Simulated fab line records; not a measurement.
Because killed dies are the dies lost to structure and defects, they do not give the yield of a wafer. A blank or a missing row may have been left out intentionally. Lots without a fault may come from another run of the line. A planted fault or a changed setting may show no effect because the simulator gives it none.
fab line records / flow sky130
record lots=6 wafers=18 last-day=50
route steps=708 shown CAP2M@620 METAL4@621
lots that met no fault: from a run of the same line without faults
start-h: the number of hours between the record's first day and the start of the first shown wafer of the lot / wait-h: hours from the lot's prior step to this one / " as in the row above / L1.1+2: several wafers, shown together as one row / - no value, or no start given / * or withheld: withheld / < > ~ a bound
route shown NAME@n: names a module that has steps shown in the file, with the first one's number in the route / usual: average and standard deviation across the fault-free wafers / same: alike in all rows / chamber/n: place in a boat / sites: per-site readings / _std_site: how widely they spread, as a standard deviation / _edge_site: the outer-site mean with the inner-site mean subtracted / radius-mm: how far each site lies from the wafer's centre / mask NAME#n: copy n / behind: the tool/chamber that last shaped the wafer / hold: what put the lot on hold/how long, in hours/how the hold closed / device: the n, p or np transistor that did not switch / end of line: at the end of the route, the tests of the same wafers / a step without rows: its recipe alone / killed: at the first sort, the dies lost to defects and structure; wafer yield is something else / map: a wafer's dies, x killed, . not, _ none there
set.NAME: the setting that was run; set.NAME@STEP: the one run at that earlier step / model.NAME: the simulator's own value behind a step, which no gauge read
lots at some steps of the route; a table a step, a row a wafer
services: a tool's chamber out of use, with start hour (start-h, from the record's first day; less than 0 if before it), hours out, and reason
## steps
# step SKY_CAP2M_CLEAN_17
# recipe chemistry=O3/DIW dry=n2-spin
# step SKY_METAL4_DEHYDRATE_05
# recipe temp-c=200 time-s=60
# step SKY_METAL4_HMDS_06
# recipe prime-time-s=60 prime-temp-c=120
# step SKY_METAL4_COAT_07
# recipe resist=BARC temp-c=withheld time-s=withheld spin-rpm=3000 resist-thk-nm=60
# step SKY_METAL4_COAT_08
# recipe resist=KrF-thick spin-rpm=3000 resist-thk-nm=1140
# step SKY_METAL4_SOFTBAKE_09
# recipe temp-c=100 time-s=90 resist=KrF-thick
# step SKY_METAL4_EXPOSE_10
# recipe mask-id=MM4 na=0.68 source-shape=annular sigma-inner=0.4 sigma-outer=0.8 target-cd-nm=300 dose-mj=28
# step SKY_METAL4_PEB_11
# recipe peb-temp-c=withheld peb-time-s=withheld resist=KrF-thick
# step SKY_METAL4_DEVELOP_12
# recipe develop-time-s=60 resist=KrF-thick dev-temp-c=21
# step SKY_METAL4_CD_MEAS_13
# recipe target-cd-nm=300
# usual cd-nm=299.9/1.5
lot.wafer=L324.1 tool=cd-sem-01 chamber=- start-h=971.74 wait-h=- cd-nm=301.9
lot.wafer=L324.3 tool=cd-sem-01 chamber=- start-h=971.74 wait-h=- cd-nm=303.4
lot.wafer=L324.6 tool=cd-sem-01 chamber=- start-h=971.74 wait-h=- cd-nm=303.0
lot.wafer=L330.2 tool=cd-sem-02 chamber=- start-h=1026.46 wait-h=- cd-nm=297.4
lot.wafer=L330.3 tool=cd-sem-02 chamber=- start-h=1026.46 wait-h=- cd-nm=301.2
lot.wafer=L330.6 tool=cd-sem-02 chamber=- start-h=1026.46 wait-h=- cd-nm=297.8
lot.wafer=L329.2 tool=cd-sem-02 chamber=- start-h=1032.71 wait-h=- cd-nm=300.8
lot.wafer=L329.4 tool=cd-sem-02 chamber=- start-h=1032.71 wait-h=- cd-nm=300.2
lot.wafer=L329.6 tool=cd-sem-02 chamber=- start-h=1032.71 wait-h=- cd-nm=301.1
lot.wafer=L334.3 tool=cd-sem-02 chamber=- start-h=1045.78 wait-h=- cd-nm=301.4
lot.wafer=L334.4 tool=cd-sem-02 chamber=- start-h=1045.78 wait-h=- cd-nm=300.4
lot.wafer=L334.6 tool=cd-sem-02 chamber=- start-h=1045.78 wait-h=- cd-nm=300.3
lot.wafer=L336.1 tool=cd-sem-01 chamber=- start-h=1055.24 wait-h=- cd-nm=299.4
lot.wafer=L336.2 tool=cd-sem-01 chamber=- start-h=1055.24 wait-h=- cd-nm=299.6
lot.wafer=L336.4 tool=cd-sem-01 chamber=- start-h=1055.24 wait-h=- cd-nm=299.2
lot.wafer=L347.1 tool=cd-sem-02 chamber=- start-h=1122.24 wait-h=- cd-nm=298.3
lot.wafer=L347.4 tool=cd-sem-02 chamber=- start-h=1122.24 wait-h=- cd-nm=299.8
lot.wafer=L347.6 tool=cd-sem-02 chamber=- start-h=1122.24 wait-h=- cd-nm=300.8
# step SKY_METAL4_OVL_MEAS_14
# usual METAL4_OVL=-1/6.1
lot.wafer=L324.1 tool=overlay-01 chamber=- start-h=971.86 wait-h=0.1 METAL4_OVL[nm]=-1
lot.wafer=L324.3 tool=overlay-01 chamber=- start-h=971.86 wait-h=0.1 METAL4_OVL[nm]=1
lot.wafer=L324.6 tool=overlay-01 chamber=- start-h=971.86 wait-h=0.1 METAL4_OVL[nm]=-8
lot.wafer=L330.2 tool=overlay-01 chamber=- start-h=1026.57 wait-h=0.1 METAL4_OVL[nm]=-1
lot.wafer=L330.3 tool=overlay-01 chamber=- start-h=1026.57 wait-h=0.1 METAL4_OVL[nm]=-2
lot.wafer=L330.6 tool=overlay-01 chamber=- start-h=1026.57 wait-h=0.1 METAL4_OVL[nm]=-8
lot.wafer=L329.2 tool=overlay-01 chamber=- start-h=1032.82 wait-h=0.1 METAL4_OVL[nm]=9
lot.wafer=L329.4 tool=overlay-01 chamber=- start-h=1032.82 wait-h=0.1 METAL4_OVL[nm]=7
lot.wafer=L329.6 tool=overlay-01 chamber=- start-h=1032.82 wait-h=0.1 METAL4_OVL[nm]=7
lot.wafer=L334.3 tool=overlay-01 chamber=- start-h=1045.87 wait-h=0.1 METAL4_OVL[nm]=7
lot.wafer=L334.4 tool=overlay-01 chamber=- start-h=1045.87 wait-h=0.1 METAL4_OVL[nm]=8
lot.wafer=L334.6 tool=overlay-01 chamber=- start-h=1045.87 wait-h=0.1 METAL4_OVL[nm]=5
lot.wafer=L336.1 tool=overlay-01 chamber=- start-h=1055.36 wait-h=0.1 METAL4_OVL[nm]=0
lot.wafer=L336.2 tool=overlay-01 chamber=- start-h=1055.36 wait-h=0.1 METAL4_OVL[nm]=3
lot.wafer=L336.4 tool=overlay-01 chamber=- start-h=1055.36 wait-h=0.1 METAL4_OVL[nm]=1
lot.wafer=L347.1 tool=overlay-02 chamber=- start-h=1122.36 wait-h=0.1 METAL4_OVL[nm]=6
lot.wafer=L347.4 tool=overlay-02 chamber=- start-h=1122.36 wait-h=0.1 METAL4_OVL[nm]=-6
lot.wafer=L347.6 tool=overlay-02 chamber=- start-h=1122.36 wait-h=0.1 METAL4_OVL[nm]=6
# step SKY_METAL4_DESCUM_15
# recipe chemistry=O2 source-power-w=150 bias-power-w=0 pressure-mtorr=10 temp-c=40 time-s=8
# usual drypump-motor-current-A=5.9/0.5 oes-product-au=0.999/0.009
lot.wafer=L324.1 tool=rie-metal-02 chamber=1 start-h=971.90 wait-h=0.0 drypump-motor-current-A=5.5 oes-product-au=1.003 rf-hours-counter-h=20
lot.wafer=L324.3 tool=rie-metal-02 chamber=0 start-h=971.90 wait-h=0.0 drypump-motor-current-A=6.6 oes-product-au=0.997 rf-hours-counter-h=-
lot.wafer=L324.6 tool=rie-metal-02 chamber=1 start-h=971.90 wait-h=0.0 drypump-motor-current-A=5.5 oes-product-au=1.000 rf-hours-counter-h=-
lot.wafer=L330.2 tool=rie-metal-01 chamber=1 start-h=1026.60 wait-h=0.0 drypump-motor-current-A=5.2 oes-product-au=0.998 rf-hours-counter-h=8
lot.wafer=L330.3 tool=rie-metal-01 chamber=1 start-h=1026.60 wait-h=0.0 drypump-motor-current-A=5.2 oes-product-au=0.995 rf-hours-counter-h=-
lot.wafer=L330.6 tool=rie-metal-01 chamber=1 start-h=1026.60 wait-h=0.0 drypump-motor-current-A=5.2 oes-product-au=0.991 rf-hours-counter-h=-
lot.wafer=L329.2 tool=rie-metal-01 chamber=1 start-h=1032.85 wait-h=0.0 drypump-motor-current-A=5.2 oes-product-au=1.002 rf-hours-counter-h=9
lot.wafer=L329.4 tool=rie-metal-01 chamber=0 start-h=1032.85 wait-h=0.0 drypump-motor-current-A=6.4 oes-product-au=0.995 rf-hours-counter-h=-
lot.wafer=L329.6 tool=rie-metal-01 chamber=1 start-h=1032.85 wait-h=0.0 drypump-motor-current-A=5.2 oes-product-au=0.981 rf-hours-counter-h=-
lot.wafer=L334.3 tool=rie-metal-04 chamber=1 start-h=1045.90 wait-h=0.0 drypump-motor-current-A=6.0 oes-product-au=0.996 rf-hours-counter-h=-
lot.wafer=L334.4 tool=rie-metal-04 chamber=0 start-h=1045.90 wait-h=0.0 drypump-motor-current-A=6.0 oes-product-au=0.997 rf-hours-counter-h=-
lot.wafer=L334.6 tool=rie-metal-04 chamber=1 start-h=1045.90 wait-h=0.0 drypump-motor-current-A=6.0 oes-product-au=1.004 rf-hours-counter-h=-
lot.wafer=L336.1 tool=rie-metal-01 chamber=1 start-h=1055.40 wait-h=0.0 drypump-motor-current-A=5.2 oes-product-au=0.979 rf-hours-counter-h=11
lot.wafer=L336.2 tool=rie-metal-01 chamber=0 start-h=1055.40 wait-h=0.0 drypump-motor-current-A=6.4 oes-product-au=0.999 rf-hours-counter-h=18
lot.wafer=L336.4 tool=rie-metal-01 chamber=0 start-h=1055.40 wait-h=0.0 drypump-motor-current-A=6.4 oes-product-au=0.999 rf-hours-counter-h=-
lot.wafer=L347.1 tool=rie-metal-02 chamber=1 start-h=1122.39 wait-h=0.0 drypump-motor-current-A=5.5 oes-product-au=1.001 rf-hours-counter-h=6
lot.wafer=L347.4 tool=rie-metal-02 chamber=1 start-h=1122.39 wait-h=0.0 drypump-motor-current-A=5.5 oes-product-au=1.016 rf-hours-counter-h=-
lot.wafer=L347.6 tool=rie-metal-02 chamber=1 start-h=1122.39 wait-h=0.0 drypump-motor-current-A=5.5 oes-product-au=1.002 rf-hours-counter-h=-
# step SKY_METAL4_ETCH_16
# recipe chemistry=N2/H2 target=BARC ion-energy-ev=200 bias-w=100 pressure-mtorr=30 n2-flow-sccm=100 h2-flow-sccm=200 icp-w=500 stop-on=SiO2 time-s=88.2 target-depth-a=600
# usual bias-w=100.01/0.28 drypump-motor-current-A=6.0/0.5 oes-product-au=0.626/0.0048 throttle-valve-pct=13.204/0.0086
lot.wafer=L324.1 tool=rie-metal-02 chamber=1 start-h=971.93 wait-h=0.0 bias-w=99.78 drypump-motor-current-A=5.5 oes-product-au=0.620 rf-hours-counter-h=20 throttle-valve-pct=13.217 model.SiO2_of_CAP2M_CVD_00.thk-nm=15.44
lot.wafer=L324.3 tool=rie-metal-02 chamber=0 start-h=971.93 wait-h=0.0 bias-w=99.78 drypump-motor-current-A=6.6 oes-product-au=0.623 rf-hours-counter-h=- throttle-valve-pct=13.200 model.SiO2_of_CAP2M_CVD_00.thk-nm=15.22
lot.wafer=L324.6 tool=rie-metal-02 chamber=1 start-h=971.93 wait-h=0.0 bias-w=99.81 drypump-motor-current-A=5.5 oes-product-au=0.630 rf-hours-counter-h=- throttle-valve-pct=13.196 model.SiO2_of_CAP2M_CVD_00.thk-nm=15.54
lot.wafer=L330.2 tool=rie-metal-01 chamber=1 start-h=1026.63 wait-h=0.0 bias-w=100.05 drypump-motor-current-A=5.2 oes-product-au=0.618 rf-hours-counter-h=8 throttle-valve-pct=13.203 model.SiO2_of_CAP2M_CVD_00.thk-nm=15.33
lot.wafer=L330.3 tool=rie-metal-01 chamber=1 start-h=1026.63 wait-h=0.0 bias-w=100.05 drypump-motor-current-A=5.2 oes-product-au=0.624 rf-hours-counter-h=- throttle-valve-pct=13.194 model.SiO2_of_CAP2M_CVD_00.thk-nm=15.26
lot.wafer=L330.6 tool=rie-metal-01 chamber=1 start-h=1026.63 wait-h=0.0 bias-w=100.08 drypump-motor-current-A=5.2 oes-product-au=0.622 rf-hours-counter-h=- throttle-valve-pct=13.199 model.SiO2_of_CAP2M_CVD_00.thk-nm=15.6
lot.wafer=L329.2 tool=rie-metal-01 chamber=1 start-h=1032.88 wait-h=0.0 bias-w=107.19 drypump-motor-current-A=5.2 oes-product-au=0.624 rf-hours-counter-h=9 throttle-valve-pct=13.203 model.SiO2_of_CAP2M_CVD_00.thk-nm=15.05
lot.wafer=L329.4 tool=rie-metal-01 chamber=0 start-h=1032.88 wait-h=0.0 bias-w=100.49 drypump-motor-current-A=6.4 oes-product-au=0.624 rf-hours-counter-h=- throttle-valve-pct=13.193 model.SiO2_of_CAP2M_CVD_00.thk-nm=15.24
lot.wafer=L329.6 tool=rie-metal-01 chamber=1 start-h=1032.88 wait-h=0.0 bias-w=107.27 drypump-motor-current-A=5.2 oes-product-au=0.623 rf-hours-counter-h=- throttle-valve-pct=13.197 model.SiO2_of_CAP2M_CVD_00.thk-nm=15.26
lot.wafer=L334.3 tool=rie-metal-04 chamber=1 start-h=1045.96 wait-h=0.0 bias-w=99.85 drypump-motor-current-A=6.0 oes-product-au=0.628 rf-hours-counter-h=- throttle-valve-pct=13.202 model.SiO2_of_CAP2M_CVD_00.thk-nm=15.5
lot.wafer=L334.4 tool=rie-metal-04 chamber=0 start-h=1045.96 wait-h=0.0 bias-w=99.76 drypump-motor-current-A=6.0 oes-product-au=0.626 rf-hours-counter-h=- throttle-valve-pct=13.220 model.SiO2_of_CAP2M_CVD_00.thk-nm=15.75
lot.wafer=L334.6 tool=rie-metal-04 chamber=1 start-h=1045.96 wait-h=0.0 bias-w=99.89 drypump-motor-current-A=6.0 oes-product-au=0.632 rf-hours-counter-h=- throttle-valve-pct=13.207 model.SiO2_of_CAP2M_CVD_00.thk-nm=15.58
lot.wafer=L336.1 tool=rie-metal-01 chamber=1 start-h=1055.43 wait-h=0.0 bias-w=107.70 drypump-motor-current-A=5.2 oes-product-au=0.626 rf-hours-counter-h=11 throttle-valve-pct=13.185 model.SiO2_of_CAP2M_CVD_00.thk-nm=14.94
lot.wafer=L336.2 tool=rie-metal-01 chamber=0 start-h=1055.43 wait-h=0.0 bias-w=99.71 drypump-motor-current-A=6.4 oes-product-au=0.618 rf-hours-counter-h=18 throttle-valve-pct=13.190 model.SiO2_of_CAP2M_CVD_00.thk-nm=15.19
lot.wafer=L336.4 tool=rie-metal-01 chamber=0 start-h=1055.43 wait-h=0.0 bias-w=99.41 drypump-motor-current-A=6.4 oes-product-au=0.629 rf-hours-counter-h=- throttle-valve-pct=13.213 model.SiO2_of_CAP2M_CVD_00.thk-nm=15.5
lot.wafer=L347.1 tool=rie-metal-02 chamber=1 start-h=1122.43 wait-h=0.0 bias-w=99.81 drypump-motor-current-A=5.4 oes-product-au=0.629 rf-hours-counter-h=6 throttle-valve-pct=13.198 model.SiO2_of_CAP2M_CVD_00.thk-nm=15.43
lot.wafer=L347.4 tool=rie-metal-02 chamber=1 start-h=1122.43 wait-h=0.0 bias-w=100.15 drypump-motor-current-A=5.4 oes-product-au=0.628 rf-hours-counter-h=- throttle-valve-pct=13.205 model.SiO2_of_CAP2M_CVD_00.thk-nm=15.71
lot.wafer=L347.6 tool=rie-metal-02 chamber=1 start-h=1122.43 wait-h=0.0 bias-w=99.71 drypump-motor-current-A=5.4 oes-product-au=0.623 rf-hours-counter-h=- throttle-valve-pct=13.196 model.SiO2_of_CAP2M_CVD_00.thk-nm=15.7
# step SKY_METAL4_ETCH_17
# recipe target=SiO2 stop-on=TiN chemistry=C4F8/O2/Ar source-w=1500 bias-w=1200 pressure-mtorr=40 c4f8-flow-sccm=withheld O2_flow_sccm=6 Ar_flow_sccm=300 time-s=3.9 target-depth-a=150
# usual bias-w=1200/3.7 oes-product-au=0.754/0.0067
lot.wafer=L324.1 tool=rie-diel-04 chamber=0 start-h=972.03 wait-h=0.1 bias-w=1201 oes-product-au=0.750 rf-hours-counter-h=5
lot.wafer=L324.3 tool=rie-diel-04 chamber=1 start-h=972.03 wait-h=0.1 bias-w=1198 oes-product-au=0.747 rf-hours-counter-h=13
lot.wafer=L324.6 tool=rie-diel-04 chamber=1 start-h=972.03 wait-h=0.1 bias-w=1199 oes-product-au=0.743 rf-hours-counter-h=-
lot.wafer=L330.2 tool=rie-diel-02 chamber=3 start-h=1026.73 wait-h=0.1 bias-w=1201 oes-product-au=0.756 rf-hours-counter-h=13
lot.wafer=L330.3 tool=rie-diel-02 chamber=2 start-h=1026.73 wait-h=0.1 bias-w=1203 oes-product-au=0.749 rf-hours-counter-h=10
lot.wafer=L330.6 tool=rie-diel-02 chamber=1 start-h=1026.73 wait-h=0.1 bias-w=1197 oes-product-au=0.758 rf-hours-counter-h=-
lot.wafer=L329.2 tool=rie-diel-02 chamber=1 start-h=1032.98 wait-h=0.1 bias-w=1201 oes-product-au=0.752 rf-hours-counter-h=10
lot.wafer=L329.4 tool=rie-diel-02 chamber=3 start-h=1032.98 wait-h=0.1 bias-w=1197 oes-product-au=0.751 rf-hours-counter-h=13
lot.wafer=L329.6 tool=rie-diel-02 chamber=0 start-h=1032.98 wait-h=0.1 bias-w=1199 oes-product-au=0.749 rf-hours-counter-h=-
lot.wafer=L334.3 tool=rie-diel-01 chamber=3 start-h=1046.02 wait-h=0.0 bias-w=1197 oes-product-au=0.761 rf-hours-counter-h=12
lot.wafer=L334.4 tool=rie-diel-01 chamber=2 start-h=1046.02 wait-h=0.0 bias-w=1202 oes-product-au=0.764 rf-hours-counter-h=-
lot.wafer=L334.6 tool=rie-diel-01 chamber=1 start-h=1046.02 wait-h=0.0 bias-w=1199 oes-product-au=0.752 rf-hours-counter-h=-
lot.wafer=L336.1 tool=rie-diel-01 chamber=0 start-h=1055.53 wait-h=0.1 bias-w=1201 oes-product-au=0.743 rf-hours-counter-h=5
lot.wafer=L336.2 tool=rie-diel-01 chamber=1 start-h=1055.53 wait-h=0.1 bias-w=1195 oes-product-au=0.750 rf-hours-counter-h=25
lot.wafer=L336.4 tool=rie-diel-01 chamber=3 start-h=1055.53 wait-h=0.1 bias-w=1202 oes-product-au=0.753 rf-hours-counter-h=12
lot.wafer=L347.1 tool=rie-diel-04 chamber=2 start-h=1122.52 wait-h=0.1 bias-w=1193 oes-product-au=0.747 rf-hours-counter-h=10
lot.wafer=L347.4 tool=rie-diel-04 chamber=1 start-h=1122.52 wait-h=0.1 bias-w=1203 oes-product-au=0.756 rf-hours-counter-h=18
lot.wafer=L347.6 tool=rie-diel-04 chamber=2 start-h=1122.52 wait-h=0.1 bias-w=1198 oes-product-au=0.759 rf-hours-counter-h=-
## services
tool=rie-diel-02 chamber=2 start-h=1002.32 hours=1.3 kind=repair
tool=rie-metal-04 chamber=0 start-h=1014.67 hours=- kind=clean
tool=rie-metal-04 chamber=0 start-h=1014.67 hours=14.9 kind=scheduled-down
tool=rie-metal-04 chamber=0 start-h=1014.67 hours=14.9 kind=vent-cycle
tool=rie-metal-02 chamber=1 start-h=1014.87 hours=- kind=clean
tool=rie-metal-02 chamber=1 start-h=1014.87 hours=15.3 kind=scheduled-down
tool=rie-metal-02 chamber=1 start-h=1014.87 hours=15.3 kind=vent-cycle
tool=rie-diel-01 chamber=0 start-h=1041.95 hours=8.5 kind=repair
tool=rie-diel-04 chamber=1 start-h=1050.04 hours=2.7 kind=repair
tool=rie-diel-02 chamber=3 start-h=1062.39 hours=3.0 kind=repair
tool=rie-diel-02 chamber=0 start-h=1067.84 hours=- kind=clean
tool=rie-diel-02 chamber=0 start-h=1067.84 hours=15.3 kind=scheduled-down
tool=rie-diel-02 chamber=0 start-h=1067.84 hours=15.3 kind=vent-cycle
tool=rie-metal-02 chamber=- start-h=1068.06 hours=1.4 kind=pm
tool=rie-metal-04 chamber=- start-h=1092.43 hours=0.4 kind=repair
## key
first-sign step=SKY_METAL4_ETCH_16 reading=bias-w direction=up sigmas=26 usual=100.01 struck=107.39
effect none on later readings
model-effect step=SKY_METAL4_ETCH_16 value=SiO2_of_CAP2M_CVD_00.thk-nm without=15.22 struck=15.08
met-at SKY_METAL4_ETCH_16
struck-wafers L329.2,L329.6,L336.1
onset-between 1026.63 1032.88
fault kind=process-parameter-drift tool=rie-metal-01 chamber=1 onset-h=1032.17 steps=SKY_METAL4_ETCH_16 channel=bias-w offset=7.3108 shape=step end-h=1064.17 acts-in=these-recipes-only stated=100
